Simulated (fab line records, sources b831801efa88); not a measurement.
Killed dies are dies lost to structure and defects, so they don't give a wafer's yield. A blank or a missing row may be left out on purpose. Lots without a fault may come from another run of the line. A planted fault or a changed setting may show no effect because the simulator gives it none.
One fault seen from 2 desks | flow gf180mcu | each desk has only its own numbers; what lay behind them comes last

THE METROLOGY DESK
What the gauges read, lot by lot, whatever tool the lot ran on: means of the sampled wafers that have a number. A lot is out of limits, marked OUT, if its mean lies more than 4 standard deviations from the usual mean; the brackets give that distance.
Columns: A = V3_CVD_00_THK at GF_V3_THK_MEAS_01, usual 599 nm; B = V3_CVD_02_THK at GF_V3_THK_MEAS_03, usual 855 nm; C = V3_BOW at GF_V3_BOW_MEAS_05, usual 116 um; D = cd_nm at GF_V3_CD_MEAS_14, usual 260.0 nm
lot  | first seen here | A   | B   | C   | D
L561 | day 21 07:41    | 599 | 860 | 110 | 258.4
L571 | day 25 08:41    | 603 | 847 | 116 | 262.9
L572 | day 25 11:58    | 608 | 857 | 122 | 261.8
L578 | day 27 13:50    | 602 | 849 | 117 | 259.0
L579 | day 28 01:57    | 602 | 852 | 114 | 261.5
L583 | day 28 21:26    | 606 | 866 | 125 | 261.2
This desk's finding: nothing out of limits on any of the 6 lots.

THE TOOL OWNER'S DESK: litho_track-04
The tool's own readings at GF_V3_COAT_09 (resist thk 1000 nm): means of the sampled wafers that have a number, for each lot that ran on this tool. A lot is out of limits, marked OUT, if its mean lies more than 4 standard deviations from the usual mean; the brackets give that distance.
Columns: A = chill_plate_temp_C at GF_V3_COAT_09, usual 23.00 C
lot  | first seen here | A
L571 | day 25 19:00    | 23.11
L572 | day 25 23:00    | 23.09
L579 | day 28 12:00    | 22.92
This desk's finding: nothing out of limits on any of the 3 lots.

PUT TOGETHER
The metrology desk saw nothing out of limits.
The tool owner's desk saw nothing out of limits.

WHAT THE SIMULATOR HAD PUT IN
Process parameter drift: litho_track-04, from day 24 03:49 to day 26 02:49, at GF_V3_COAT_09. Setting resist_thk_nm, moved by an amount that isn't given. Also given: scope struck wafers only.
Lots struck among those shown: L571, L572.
